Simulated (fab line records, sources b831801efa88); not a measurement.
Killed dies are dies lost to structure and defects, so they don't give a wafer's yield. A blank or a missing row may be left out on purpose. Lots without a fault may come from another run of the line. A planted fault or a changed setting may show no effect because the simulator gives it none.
A struck lot beside a sound one | flow sky130 | 32 steps out of a route of 708
Sound: wafers L613.1, L613.3, L613.6. Struck: wafers L618.2, L618.3, L618.4. The cause comes at the end.
At each step with rows: each side's tool, then ch and its chambers, then its first start. Under that, the readings that differ: sound wafers | struck wafers | difference of the means | sigmas: that difference in standard deviations of wafers without a fault.
alike: readings whose means differ by less than 2 such deviations, and words and numbers that are the same on both sides. not compared: withheld readings, readings that some wafer has no value for, bounds like >300 that may hide the same value, and numbers for which the record gives no deviation and whose values overlap.
The two part at a step that has a row with sigmas, a row that says differs or no value, or rows on one side only. Numbers that don't overlap but have no deviation are shown without sigmas and don't part them. A reading that every wafer of one side lacks parts them only if that side has two wafers or more.

first, 7 steps without rows for these wafers: SKY_VIA1_ETCH_15 (etches SiO2 in C4F8/O2/Ar, stops on TiN, target depth 351 nm, time 54 s); SKY_VIA1_STRIP_16 (strips in O2/N2); SKY_VIA1_STRIP_17 (strips in post etch residue remover, time 1200 s); SKY_VIA1_CLEAN_18 (cleans in IPA, time 180 s); SKY_VIA1_CLEAN_19 (cleans in O3/DIW); SKY_VIA1_SPUTTER_20 (material TiN, target thk 20 nm, time 80 s); SKY_VIA1_CVD_21 (deposits W, target thk 270 nm, time 80.902 s).
SKY_VIA1_RS_MEAS_22: measures by four-point-probe.
  sound on film_metro-04, day 35 07:40; struck on film_metro-03, day 36 05:14
  alike: VIA1_W_RS
SKY_VIA1_THK_MEAS_23: measures by xrf.
  sound on film_metro-04, day 35 07:47; struck on film_metro-03, day 36 05:20
  alike: VIA1_W_THK
SKY_VIA1_CMP_24: polishes, stops on SiO2, t overpolish 15 s, target thk 0 nm.
  sound on cmp-02 ch 1,2, day 35 07:50; struck on cmp-01 ch 1,2,3, day 36 05:23
  reading                | sound          | struck         | difference | sigmas
  time_to_endpoint_s (s) | 69.2 68.6 66.9 | 63.5 61.1 61.8 | -6.1       | -2
  alike: motor_current_A, overpolish_run_s, slurry_filter_dp_kPa
SKY_METAL2_SPUTTER_00: material Ti, target thk 15 nm, time 10 s.
  sound on pvd_sputter-01, day 35 08:08; struck on pvd_sputter-01, day 36 05:41
  alike: throttle_valve_pct
SKY_METAL2_SPUTTER_01: material TiN, target thk 20 nm, time 16.7 s.
  sound on pvd_sputter-01, day 35 08:10; struck on pvd_sputter-01, day 36 05:43
  alike: throttle_valve_pct
SKY_METAL2_SPUTTER_02: material AlCu, target thk 250 nm, time 13.3 s.
  sound on pvd_sputter-01, day 35 08:11; struck on pvd_sputter-01, day 36 05:44
  reading                                     | sound             | struck            | difference | sigmas
  model.AlCu_of_METAL2_SPUTTER_02.thk_nm (nm) | 246.1 246.9 247.2 | 237.9 238.2 236.4 | -9.2       |
  alike: throttle_valve_pct
then, 2 steps without rows for these wafers: SKY_METAL2_SPUTTER_03 (material Ti, target thk 5 nm, time 3.3 s); SKY_METAL2_SPUTTER_04 (material TiN, target thk 70 nm, time 55.43 s).
SKY_METAL2_RS_MEAS_05: measures by four-point-probe.
  sound on film_metro-01, day 35 08:17; struck on film_metro-02, day 36 05:51
  reading                 | sound                | struck               | difference | sigmas
  METAL2_ALCU_RS (ohm/sq) | 0.1286 0.1283 0.1277 | 0.1336 0.1333 0.1344 | +0.0056    | +5
SKY_METAL2_THK_MEAS_06: measures by xrf.
  sound on film_metro-01, day 35 08:25; struck on film_metro-02, day 36 05:58
  reading              | sound             | struck            | difference | sigmas
  METAL2_ALCU_THK (nm) | 252.7 255.1 255.1 | 243.5 245.4 241.0 | -11.0      | -4
then, 8 steps without rows for these wafers: SKY_METAL2_DEHYDRATE_07 (time 60 s); SKY_METAL2_HMDS_08 (prime time 60 s); SKY_METAL2_COAT_09 (resist thk 60 nm); SKY_METAL2_COAT_10 (resist thk 450 nm); SKY_METAL2_SOFTBAKE_11 (time 90 s); SKY_METAL2_EXPOSE_12 (exposes mask MM2, target cd 140 nm); SKY_METAL2_PEB_13; SKY_METAL2_DEVELOP_14 (develop time 60 s).
SKY_METAL2_CD_MEAS_15: target cd 140 nm.
  sound on cd_sem-01, day 36 10:50; struck on cd_sem-02, day 37 08:29
  alike: cd_nm
SKY_METAL2_OVL_MEAS_16:
  sound on overlay-02, day 36 10:57; struck on overlay-02, day 37 08:35
  reading         | sound | struck     | difference | sigmas
  METAL2_OVL (nm) | 9 5 3 | -12 -4 -13 | -15        | -3
SKY_METAL2_DESCUM_17: chemistry O2, time 8 s.
  sound on rie_metal-01 ch 0,1, day 36 10:59; struck on rie_metal-02 ch 0,1, day 37 08:37
  alike: drypump_motor_current_A, oes_product_au
  not compared: rf_hours_counter_h
then, 1 step without rows for these wafers: SKY_METAL2_ETCH_18 (etches BARC in N2/H2, stops on SiO2, time 45.9 s, target depth 60 nm).
SKY_METAL2_METAL_ETCH_19: etches the open film in Cl2/BCl3, stops on SiO2, target depth 360 nm, time 78 s.
  sound on rie_metal-01 ch 0,1, day 36 11:05; struck on rie_metal-02 ch 0,1, day 37 08:43
  reading                            | sound             | struck            | difference | sigmas
  oes_product_au (a.u.)              | 0.863 0.848 0.852 | 0.876 0.861 0.860 | +0.011     | +2
  model.etch.depth_nm (nm)           | 351.9 353.2 352.5 | 363.6 364 362.2   | +10.7      |
  model.METAL2.feature_depth_nm (nm) | 351.9 353.2 352.5 | 363.6 364 362.2   | +10.7      |
  alike: drypump_motor_current_A, throttle_valve_pct
  not compared: rf_hours_counter_h
SKY_METAL2_STRIP_20: strips in O2/N2.
  sound on plasma_asher-03 ch 0,1, day 36 11:10; struck on plasma_asher-01 ch 0,1, day 37 08:49
  alike: drypump_motor_current_A, oes_product_au, strip_time_to_endpoint_s
  not compared: rf_hours_counter_h
-- the record jumps here: 10 days lie between the struck wafers' starts before and after (it left off in module METAL2 and takes up again in module PAD_OPEN, whose first step shown is number 708 of the route) --
SKY_PAD_OPEN_PROBE_99:
  sound on prober-01, day 47 05:18; struck on prober-02, day 47 11:51
  reading                      | sound                | struck               | difference | sigmas
  model.etest.met2.line_ohm_um | 0.9695 0.9366 0.9528 | 0.9831 0.9871 1.037  | +0.0494    |
  model.etest.met2.rs_ohm_sq   | 0.1308 0.1298 0.1303 | 0.1359 0.1359 0.1375 | +0.0061    |
  alike: defect_limited_yield, killed_at_M0_to_M3, killed_at_M4_up, killed_at_contacts, killed_at_front_end, killed_at_other, killed_dies, killed_open, killed_short, sort_bin_3_pad_short, sort_bin_5_function, sort_bin_6_memory, sort_n_pass, sort_yield_pct

WHERE THEY PART
First at SKY_VIA1_CMP_24; last, within this record, at SKY_METAL2_METAL_ETCH_19. Later steps at which nothing parts them and some readings are alike: SKY_METAL2_STRIP_20, SKY_PAD_OPEN_PROBE_99.

WHY: what the simulator had put in
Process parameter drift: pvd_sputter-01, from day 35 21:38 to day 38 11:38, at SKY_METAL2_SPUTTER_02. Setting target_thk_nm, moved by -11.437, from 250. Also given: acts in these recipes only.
